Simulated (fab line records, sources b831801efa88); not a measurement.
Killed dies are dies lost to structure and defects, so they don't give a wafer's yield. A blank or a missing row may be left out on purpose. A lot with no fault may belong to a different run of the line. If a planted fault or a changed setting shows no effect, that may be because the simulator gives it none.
fab line records	flow sky130
record: lots: 13	wafers: 39	last_day: 49
route steps=708 shown FIELD_ISO@15 DNWELL@43 NWELL@78
lots that met no fault: taken from a fault-free run of the same line
start_h: start of the lot's first displayed wafer, in hours after the record's first day	wait_h: hours elapsed since this lot's preceding step	" same as the row above	L1.1+2: a single row standing in for several wafers	- either no value or no given start	* or withheld: withheld	< > ~ a bound
route shown NAME@n: a module of which the file shows steps, and the number in the route of the first	usual: mean/standard deviation of fault-free wafers	same: alike in all rows	chamber/n: place in a boat	sites: readings site by site	_std_site: the values' standard deviation	_edge_site: outer sites' mean less inner sites'	radius_mm: for every site, how far away it sits from the centre of the wafer	mask NAME#n: copy n	behind: the last tool/chamber to shape the wafer	hold: cause of the lot's hold/its duration in hours/its outcome	device: names the non-switching transistor (n, p or np)	end of line: tests run on the same wafers once the route is complete	a step with no rows: only its recipe	killed: not the wafer's yield, but the dies lost to structure and defects at the first sort	map: shows each die of a wafer: x if killed, . if not, _ if none is there
set.NAME: the setting the step ran with; set.NAME@STEP: the setting that earlier step ran with	model.NAME: the simulator's own value behind a step, which no gauge read
one table for each step of the route and one row for each wafer, over a sample of lots
services: from which hour (start_h, from the record's first day; less than 0 if before it) a tool's chamber was out of use, for how many hours, and why
== steps ==
step: SKY_FIELD_ISO_ETCH_14
recipe: chemistry: N2/H2	target: BARC	ion_energy_ev: 200	source_w: 500	bias_w: 100	pressure_mtorr: 30	n2_flow_sccm: 100	h2_flow_sccm: 200	stop_on: SiO2	time_s: 45.9	target_depth_a: 600
usual: drypump_motor_current_A: 5.5/0.44	oes_product_au: 0.854/0.0047	run_length_s: 74.4/0.42	throttle_valve_pct: 13.224/0.0096
lot.wafer	tool	chamber	start_h	wait_h	drypump_motor_current_A	oes_product_au	rf_hours_counter_h	run_length_s	throttle_valve_pct
L342.1	rie_diel-02	0	29.37	0.1	5.5	0.849	70	73.9	13.234
L342.4	"	2	"	"	6.2	0.850	18	74.0	13.212
L342.5	"	2	"	"	6.2	0.859	-	73.7	13.201
L343.1	rie_diel-04	3	33.63	0.1	6.2	0.862	129	73.9	13.216
L343.4	"	1	"	"	4.8	0.852	141	74.5	13.235
L343.5	"	1	"	"	4.8	0.856	-	74.7	13.232
L344.2	rie_diel-04	3	39.88	0.1	6.2	0.858	130	74.4	13.231
L344.5	"	1	"	"	4.8	0.858	-	74.8	13.217
L344.6	"	2	"	"	5.4	0.855	-	74.2	13.235
L345.1	rie_diel-02	2	44.23	0.1	6.2	0.857	19	73.7	13.227
L345.2	"	1	"	"	6.0	0.856	139	74.3	13.236
L345.3	"	0	"	"	5.5	0.851	71	74.5	13.229
L348.3	rie_diel-04	2	60.33	0.1	5.4	0.857	87	74.4	13.237
L348.5	"	2	"	"	5.4	0.858	-	74.4	13.221
L348.6	"	1	"	"	4.8	0.854	-	74.6	13.229
L349.1	rie_diel-02	0	67.83	0.1	5.5	0.858	71	74.1	13.229
L349.2	"	3	"	"	5.7	0.852	105	74.3	13.201
L349.5	"	1	"	"	6.0	1.003	-	53.5	13.237
L350.3	rie_diel-01	3	70.82	0.1	5.0	0.850	57	74.8	13.228
L350.4	"	2	"	"	5.1	0.852	2	74.2	13.221
L350.5	"	3	"	"	5.0	0.854	-	75.0	13.226
L352.1	rie_diel-04	0	80.88	0.1	5.1	0.854	0	75.1	13.224
L352.2	"	1	"	"	4.8	0.851	143	74.4	13.216
L352.4	"	3	"	"	6.2	0.857	131	74.3	13.224
L353.3	rie_diel-01	3	85.77	0.1	5.0	0.857	57	75.1	13.241
L353.4	"	2	"	"	5.1	0.858	2	74.0	13.225
L353.6	"	1	"	"	5.9	0.851	-	74.8	13.237
L356.2	rie_diel-04	2	102.03	0.1	5.4	0.852	88	74.8	13.227
L356.3	"	0	"	"	5.1	0.851	0	74.6	13.239
L356.5	"	2	"	"	5.4	0.854	-	74.4	13.207
L360.1	rie_diel-01	1	121.13	0.1	5.9	0.853	58	74.5	13.221
L360.4	"	2	"	"	5.1	0.855	3	74.0	13.218
L360.6	"	1	"	"	5.9	0.851	-	75.1	13.230
L362.1	rie_diel-04	3	132.43	0.1	6.3	0.857	132	74.1	13.209
L362.2	"	2	"	"	5.4	0.848	88	74.7	13.232
L362.3	"	1	"	"	4.8	0.859	144	74.4	13.209
L363.1	rie_diel-04	2	138.77	0.1	5.4	0.852	88	74.8	13.228
L363.4	"	3	"	"	6.2	0.854	132	74.4	13.223
L363.5	"	3	"	"	6.2	0.853	-	74.3	13.218
step: SKY_FIELD_ISO_ETCH_15
recipe: chemistry: CHF3/O2	target_depth_nm: 180	stop_on: Si	source_w: 609.1	bias_w: 200	pressure_mtorr: 40	chf3_flow_sccm: 50	O2_flow_sccm: 5	time_s: 72
usual: drypump_motor_current_A: 5.5/0.44	oes_product_au: 0.944/0.0072	run_length_s: 100.4/0.39	throttle_valve_pct: 8.843/0.011
lot.wafer	tool	chamber	start_h	wait_h	drypump_motor_current_A	oes_product_au	rf_hours_counter_h	run_length_s	throttle_valve_pct
L342.1	rie_diel-02	0	29.41	0.0	5.5	0.949	70	100.2	8.859
L342.4	"	2	"	"	6.2	0.950	18	100.1	8.839
L342.5	"	2	"	"	6.2	0.947	-	99.7	8.857
L343.1	rie_diel-04	3	33.68	0.0	6.2	0.942	129	100.0	8.832
L343.4	"	1	"	"	4.8	0.940	141	100.8	8.848
L343.5	"	1	"	"	4.8	0.943	-	100.7	8.824
L344.2	rie_diel-04	3	39.93	0.0	6.2	0.945	130	100.0	8.839
L344.5	"	1	"	"	4.8	0.942	-	100.8	8.853
L344.6	"	2	"	"	5.4	0.939	-	100.8	8.843
L345.1	rie_diel-02	2	44.28	0.0	6.1	0.932	19	99.7	8.852
L345.2	"	1	"	"	6.0	0.944	139	100.8	8.827
L345.3	"	0	"	"	5.4	0.946	71	100.1	8.837
L348.3	rie_diel-04	2	60.38	0.0	5.4	0.940	87	100.4	8.852
L348.5	"	2	"	"	5.4	0.953	-	100.3	8.845
L348.6	"	1	"	"	4.8	0.950	-	100.9	8.838
L349.1	rie_diel-02	0	67.88	0.0	5.5	0.955	71	100.3	8.833
L349.2	"	3	"	"	5.6	0.943	105	100.7	8.844
L349.5	"	1	"	"	6.0	0.383	-	100.6	8.684
L350.3	rie_diel-01	3	70.86	0.0	5.0	0.954	57	100.7	8.847
L350.4	"	2	"	"	5.1	0.946	2	100.3	8.836
L350.5	"	3	"	"	5.0	0.943	-	101.1	8.858
L352.1	rie_diel-04	0	80.93	0.0	5.1	0.944	0	100.7	8.848
L352.2	"	1	"	"	4.8	0.932	143	100.5	8.817
L352.4	"	3	"	"	6.2	0.934	131	100.5	8.849
L353.3	rie_diel-01	3	85.81	0.0	5.0	0.951	57	100.8	8.823
L353.4	"	2	"	"	5.1	0.949	2	100.1	8.863
L353.6	"	1	"	"	5.9	0.957	-	101.0	8.840
L356.2	rie_diel-04	2	102.08	0.0	5.4	0.926	88	100.8	8.845
L356.3	"	0	"	"	5.1	0.931	1	100.6	8.844
L356.5	"	2	"	"	5.4	0.936	-	100.4	8.849
L360.1	rie_diel-01	1	121.17	0.0	5.9	0.951	58	100.6	8.833
L360.4	"	2	"	"	5.1	0.953	3	100.3	8.843
L360.6	"	1	"	"	5.9	0.952	-	100.6	8.850
L362.1	rie_diel-04	3	132.48	0.0	6.2	0.941	132	100.6	8.856
L362.2	"	2	"	"	5.4	0.949	88	100.3	8.851
L362.3	"	1	"	"	4.8	0.940	144	100.6	8.855
L363.1	rie_diel-04	2	138.81	0.0	5.4	0.936	88	100.4	8.828
L363.4	"	3	"	"	6.2	0.940	132	100.2	8.844
L363.5	"	3	"	"	6.2	0.929	-	100.1	8.838
step: SKY_FIELD_ISO_STRIP_16
recipe: chemistry: O2/N2	power_w: 1400	pressure_mtorr: 1500	platen_temp_c: withheld	o2_flow_sccm: 3000	n2_flow_sccm: 300	overash_fraction: 0.5
usual: drypump_motor_current_A: 5.7/0.54	oes_product_au: 0.377/0.0044	strip_time_to_endpoint_s: 3.532/0.024
lot.wafer	tool	chamber	start_h	wait_h	drypump_motor_current_A	oes_product_au	rf_hours_counter_h	strip_time_to_endpoint_s
L342.1	plasma_asher-02	0	29.47	0.0	6.2	0.374	37	3.482
L342.4	"	0	"	"	6.2	0.378	-	3.461
L342.5	"	1	"	"	5.8	0.377	-	3.483
L343.1	plasma_asher-04	1	33.73	0.0	5.5	0.374	21	3.507
L343.4	"	0	"	"	6.3	0.371	-	3.505
L343.5	"	0	"	"	6.3	0.385	-	3.540
L344.2	plasma_asher-03	1	39.98	0.0	4.7	0.377	35	3.482
L344.5	"	0	"	"	5.7	0.381	-	3.509
L344.6	"	1	"	"	4.6	0.380	-	3.523
L345.1	plasma_asher-03	1	44.33	0.0	4.6	0.374	36	3.497
L345.2	"	0	"	"	5.7	0.378	36	3.521
L345.3	"	0	"	"	5.7	0.384	-	3.516
L348.3	plasma_asher-04	0	60.47	0.1	6.3	0.370	-	3.538
L348.5	"	0	"	"	6.3	0.382	-	3.531
L348.6	"	1	"	"	5.5	0.372	-	3.540
L349.1	plasma_asher-04	1	67.93	0.0	5.5	0.379	24	3.523
L349.2	"	0	"	"	6.3	0.376	24	3.495
L349.5	"	1	"	"	5.4	0.382	-	3.740
L350.3	plasma_asher-02	1	70.95	0.1	5.8	0.372	-	3.533
L350.4	"	0	"	"	6.2	0.378	-	3.566
L350.5	"	1	"	"	5.8	0.376	-	3.555
L352.1	plasma_asher-02	0	80.98	0.0	6.2	0.377	42	3.537
L352.2	"	1	"	"	5.8	0.371	42	3.526
L352.4	"	0	"	"	6.2	0.377	-	3.508
L353.3	plasma_asher-04	1	85.90	0.1	5.5	0.375	-	3.556
L353.4	"	0	"	"	6.3	0.377	-	3.566
L353.6	"	1	"	"	5.5	0.371	-	3.550
L356.2	plasma_asher-03	1	102.13	0.0	4.6	0.377	41	3.542
L356.3	"	0	"	"	5.7	0.377	-	3.497
L356.5	"	0	"	"	5.7	0.373	-	3.512
L360.1	plasma_asher-03	0	121.23	0.0	5.7	0.374	0	3.550
L360.4	"	1	"	"	4.6	0.376	-	3.543
L360.6	"	1	"	"	4.6	0.387	-	3.549
L362.1	plasma_asher-02	0	132.53	0.0	6.2	0.372	47	3.487
L362.2	"	1	"	"	5.8	0.373	47	3.532
L362.3	"	1	"	"	5.8	0.380	-	3.531
L363.1	plasma_asher-02	1	138.87	0.0	5.8	0.385	48	3.573
L363.4	"	1	"	"	5.8	0.365	-	3.535
L363.5	"	1	"	"	5.8	0.370	-	3.518
step: SKY_DNWELL_STRIP_08
recipe: chemistry: O2/N2	power_w: 1400	pressure_mtorr: 1500	platen_temp_c: withheld	o2_flow_sccm: 3000	n2_flow_sccm: 300	overash_fraction: 0.5
usual: drypump_motor_current_A: 5.7/0.47	oes_product_au: 0.722/0.0044	strip_time_to_endpoint_s: 36.94/0.11
lot.wafer	tool	chamber	start_h	wait_h	drypump_motor_current_A	oes_product_au	rf_hours_counter_h	strip_time_to_endpoint_s
L342.1	plasma_asher-04	0	49.90	0.1	6.3	0.722	22	36.86
L342.4	"	0	"	"	6.3	0.719	-	36.88
L342.5	"	0	"	"	6.3	0.722	-	36.87
L343.1	plasma_asher-01	1	55.65	0.1	5.5	0.723	37	36.93
L343.4	"	0	"	"	5.0	0.731	-	36.94
L343.5	"	1	"	"	5.5	0.718	-	36.77
L344.2	plasma_asher-04	1	64.30	0.1	5.5	0.727	24	37.12
L344.5	"	1	"	"	5.5	0.728	-	37.16
L344.6	"	0	"	"	6.3	0.729	-	37.04
L345.1	plasma_asher-04	1	70.20	0.1	5.4	0.730	24	37.02
L345.2	"	0	"	"	6.3	0.716	24	37.05
L345.3	"	1	"	"	5.5	0.723	-	37.03
L348.3	plasma_asher-04	1	86.83	0.1	5.4	0.730	-	36.96
L348.5	"	1	"	"	5.5	0.722	-	36.86
L348.6	"	0	"	"	6.3	0.724	-	36.99
L349.1	plasma_asher-01	1	93.26	0.1	5.5	0.725	40	36.92
L349.2	"	0	"	"	5.0	0.728	40	36.96
L350.3	plasma_asher-04	1	96.89	0.1	5.4	0.722	-	36.91
L350.4	"	0	"	"	6.4	0.729	-	36.96
L350.5	"	0	"	"	6.3	0.726	-	36.87
L352.1	plasma_asher-04	0	106.06	0.1	6.4	0.719	28	37.00
L352.2	"	1	"	"	5.4	0.725	28	37.07
L352.4	"	1	"	"	5.5	0.719	-	37.05
L353.3	plasma_asher-02	1	111.50	0.1	5.8	0.720	-	36.93
L353.4	"	0	"	"	6.2	0.721	-	36.97
L353.6	"	1	"	"	5.8	0.720	-	37.01
L356.2	plasma_asher-02	0	127.20	0.1	6.2	0.725	46	37.03
L356.3	"	0	"	"	6.2	0.727	-	37.15
L356.5	"	1	"	"	5.9	0.723	-	37.07
L360.1	plasma_asher-02	1	146.10	0.1	5.8	0.720	48	36.76
L360.4	"	1	"	"	5.8	0.722	-	36.82
L360.6	"	1	"	"	5.8	0.720	-	36.79
L362.1	plasma_asher-01	1	158.25	0.1	5.5	0.723	47	36.83
L362.2	"	0	"	"	5.0	0.722	47	36.75
L362.3	"	1	"	"	5.5	0.722	-	36.82
L363.1	plasma_asher-02	0	164.45	0.1	6.2	0.723	50	36.96
L363.4	"	0	"	"	6.2	0.725	-	37.01
L363.5	"	0	"	"	6.2	0.726	-	36.83
step: SKY_DNWELL_TW_MEAS_09
usual: DNWELL_TW: 1118/18
lot.wafer	tool	chamber	start_h	wait_h	DNWELL_TW
L342.1	film_metro-01	-	50.00	0.1	1096
L342.4	"	-	"	"	1098
L342.5	"	-	"	"	1093
L343.1	film_metro-01	-	55.75	0.1	1098
L343.4	"	-	"	"	1097
L343.5	"	-	"	"	1093
L344.2	film_metro-02	-	64.41	0.1	1139
L344.5	"	-	"	"	1134
L344.6	"	-	"	"	1142
L345.1	film_metro-02	-	70.30	0.1	1139
L345.2	"	-	"	"	1143
L345.3	"	-	"	"	1138
L348.3	film_metro-01	-	86.92	0.1	1107
L348.5	"	-	"	"	1104
L348.6	"	-	"	"	1103
L349.1	film_metro-02	-	93.36	0.1	1142
L349.2	"	-	"	"	1141
L350.3	film_metro-01	-	96.97	0.1	1111
L350.4	"	-	"	"	1106
L350.5	"	-	"	"	1113
L352.1	film_metro-02	-	106.16	0.1	1150
L352.2	"	-	"	"	1152
L352.4	"	-	"	"	1157
L353.3	film_metro-01	-	111.58	0.1	1116
L353.4	"	-	"	"	1111
L353.6	"	-	"	"	1110
L356.2	film_metro-02	-	127.31	0.1	1133
L356.3	"	-	"	"	1135
L356.5	"	-	"	"	1143
L360.1	film_metro-01	-	146.20	0.1	1104
L360.4	"	-	"	"	1097
L360.6	"	-	"	"	1105
L362.1	film_metro-01	-	158.35	0.1	1104
L362.2	"	-	"	"	1103
L362.3	"	-	"	"	1104
L363.1	film_metro-03	-	164.55	0.1	1105
L363.4	"	-	"	"	1107
L363.5	"	-	"	"	1105
step: SKY_NWELL_STRIP_25
recipe: chemistry: O2/N2	power_w: 1400	pressure_mtorr: 1500	platen_temp_c: withheld	o2_flow_sccm: 3000	n2_flow_sccm: 300	overash_fraction: 0.5
usual: drypump_motor_current_A: 5.4/0.49	oes_product_au: 0.723/0.0044	strip_time_to_endpoint_s: 36.86/0.099
lot.wafer	tool	chamber	start_h	wait_h	drypump_motor_current_A	oes_product_au	rf_hours_counter_h	strip_time_to_endpoint_s
L342.1	plasma_asher-03	0	100.20	0.1	5.7	0.723	41	36.93
L342.4	"	0	"	"	5.7	0.715	-	36.76
L342.5	"	1	"	"	4.7	0.717	-	36.95
L343.1	plasma_asher-01	1	105.39	0.1	5.5	0.718	41	36.93
L343.4	"	0	"	"	4.9	0.720	-	36.79
L343.5	"	0	"	"	5.0	0.723	-	36.79
L344.2	plasma_asher-02	0	115.90	0.1	6.2	0.723	45	36.85
L344.5	"	0	"	"	6.2	0.729	-	36.85
L344.6	"	1	"	"	5.8	0.724	-	36.92
L345.1	plasma_asher-03	1	122.15	0.1	4.6	0.731	0	36.89
L345.2	"	0	"	"	5.7	0.723	0	36.90
L345.3	"	0	"	"	5.7	0.720	-	36.98
L348.3	plasma_asher-01	0	140.77	0.1	5.0	0.721	-	36.96
L348.5	"	0	"	"	4.9	0.722	-	36.91
L348.6	"	1	"	"	5.5	0.728	-	36.87
L349.1	plasma_asher-01	1	149.15	0.1	5.5	0.724	46	36.88
L349.2	"	0	"	"	5.0	0.726	46	36.86
L350.3	plasma_asher-01	0	153.07	0.1	4.9	0.721	-	36.95
L350.4	"	1	"	"	5.5	0.729	-	36.88
L350.5	"	0	"	"	5.0	0.722	-	36.88
L352.1	plasma_asher-01	0	164.13	0.1	4.9	0.722	48	36.98
L352.2	"	1	"	"	5.5	0.723	48	36.98
L352.4	"	0	"	"	4.9	0.723	-	36.96
L353.3	plasma_asher-03	0	169.07	0.1	5.7	0.724	-	36.91
L353.4	"	1	"	"	4.7	0.729	-	36.96
L353.6	"	1	"	"	4.6	0.726	-	36.84
L356.2	plasma_asher-01	1	187.69	0.1	5.5	0.724	50	36.88
L356.3	"	1	"	"	5.5	0.716	-	36.89
L356.5	"	1	"	"	5.5	0.723	-	36.82
L360.1	plasma_asher-02	0	209.63	0.1	6.2	0.718	55	36.99
L360.4	"	0	"	"	6.2	0.728	-	36.91
L360.6	"	1	"	"	5.8	0.717	-	36.88
L362.1	plasma_asher-01	0	223.79	0.1	4.9	0.721	53	37.00
L362.2	"	1	"	"	5.5	0.726	53	37.06
L362.3	"	0	"	"	5.0	0.724	-	36.97
L363.1	plasma_asher-02	1	229.13	0.1	5.8	0.715	57	36.81
L363.4	"	0	"	"	6.2	0.712	-	36.75
L363.5	"	0	"	"	6.2	0.727	-	36.84
== services ==
tool	chamber	start_h	hours	kind
rie_diel-02	1	7.68	4.0	repair
plasma_asher-02	-	8.02	0.8	repair
rie_diel-02	-	21.26	0.7	repair
rie_diel-04	0	48.50	-	clean
rie_diel-04	0	48.50	25.3	scheduled_down
rie_diel-04	0	48.50	25.3	vent_cycle
plasma_asher-02	-	51.34	2.8	pm
plasma_asher-04	-	53.55	1.7	repair
rie_diel-02	2	66.44	6.4	repair
rie_diel-04	1	66.59	4.6	repair
rie_diel-01	-	80.57	1.0	repair
rie_diel-04	2	85.06	5.1	repair
rie_diel-04	2	97.89	1.2	repair
rie_diel-02	3	103.58	15.3	repair
plasma_asher-03	-	108.75	9.0	pm
plasma_asher-03	-	122.81	2.5	repair
rie_diel-02	2	133.78	7.9	repair
rie_diel-01	1	136.83	4.5	repair
rie_diel-01	2	138.57	4.1	repair
rie_diel-04	3	182.84	9.2	repair
plasma_asher-04	-	197.58	12.7	repair
rie_diel-02	0	202.30	3.0	repair
plasma_asher-01	-	207.45	2.7	repair
rie_diel-04	1	208.05	-	clean
== key ==
first_sign: step: SKY_FIELD_ISO_ETCH_14	reading: run_length_s	direction: down	sigmas: 50	usual: *	struck: *
effect: step: SKY_FIELD_ISO_ETCH_14	reading: oes_product_au	direction: up	sigmas: 32	usual: 0.854	struck: 1.003
effect: step: SKY_FIELD_ISO_ETCH_15	reading: oes_product_au	direction: down	sigmas: 78	usual: 0.944	struck: 0.383
effect: step: SKY_FIELD_ISO_STRIP_16	reading: strip_time_to_endpoint_s	direction: up	sigmas: 8.6	usual: *	struck: *
met_at SKY_FIELD_ISO_ETCH_14
struck_lots L349
struck_wafers L349.5
later_rows_left_out L349.5
sort_left_out L349.5
tester_left_out L349
not_acting_at SKY_DNWELL_STRIP_08,SKY_DNWELL_TW_MEAS_09,SKY_NWELL_STRIP_25
onset_between 44.23 67.83
fault: kind: process_parameter_drift	tool: rie_diel-02	chamber: 1	onset_h: 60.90	steps: SKY_FIELD_ISO_ETCH_14	channel: time_s	offset: *	shape: step	end_h: 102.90	acts_in: *	stated: *
tester_left_out: of these lots the tester's yield and bins aren't shown, on N5 and GAA mostly nor the transistor test; their killed dies are dies lost to structure and defects alone, not to doping, threshold or leakage, so they don't give the yield
sort_left_out: the simulated sort isn't trusted on such a fault, so these wafers' sort isn't shown, and their yield isn't known
later_rows_left_out: the simulator's readings of these wafers behind a module that went badly wrong aren't trusted and aren't shown, but for the sort
